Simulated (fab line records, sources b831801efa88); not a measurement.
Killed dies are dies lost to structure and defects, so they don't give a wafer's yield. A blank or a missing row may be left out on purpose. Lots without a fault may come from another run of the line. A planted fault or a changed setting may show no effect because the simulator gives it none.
Which tool did it? | flow gf180mcu | 7 lots, 21 wafers sampled, at 2 steps of a route of 602

WHAT THE GAUGES READ, wafer by wafer
GF_M4_CD_MEAS_14: target cd 280 nm.
lot  | measured     | on        | cd_nm (nm)
L548 | day 25 03:21 | cd_sem-02 | 282.2 281.9 281.6
L554 | day 27 04:13 | cd_sem-02 | 279.8 281.0 280.3
L558 | day 28 04:22 | cd_sem-01 | 283.4 283.0 281.0
L560 | day 29 00:22 | cd_sem-02 | 279.2 280.9 280.9
L562 | day 30 00:38 | cd_sem-02 | 283.4 282.1 282.7
L563 | day 30 04:22 | cd_sem-02 | 280.2 281.5 280.9
L567 | day 30 22:08 | cd_sem-01 | 280.5 279.6 280.3

WHICH TOOL RAN EACH LOT (tool, then ch and the chambers of the sampled wafers, then the start)
lot  | GF_NSD_STRIP_11
L548 | plasma_asher-01 ch 0,1, day 14 20:57
L554 | plasma_asher-04 ch 0,1, day 17 00:19
L558 | plasma_asher-02 ch 1, day 18 04:27
L560 | plasma_asher-02 ch 0,1, day 19 02:42
L562 | plasma_asher-02 ch 0,1, day 20 11:10
L563 | plasma_asher-01 ch 0,1, day 20 17:30
L567 | plasma_asher-01 ch 0,1, day 21 12:49
- GF_NSD_STRIP_11: strips in O2/N2.

THE ANSWER, worked out from the rows above alone
Rule: what is usual is taken from the lots themselves. Put in order of their means at a reading, lots are off if they are a third of the lots or fewer, leave a main group of 4 or more, and stand apart from it by a gap of 3 or more times the standard deviation of the main group's means; of several such gaps the widest counts. A main group whose means are all the same, to the digits that the tables above print for the reading, isn't used. A lot without any number at a reading at which 4 lots or more have one is off too. The other lots that the step has rows for count as sound.
No lot is off at any reading shown: from this, nothing can be told.

WHAT THE SIMULATOR HAD PUT IN
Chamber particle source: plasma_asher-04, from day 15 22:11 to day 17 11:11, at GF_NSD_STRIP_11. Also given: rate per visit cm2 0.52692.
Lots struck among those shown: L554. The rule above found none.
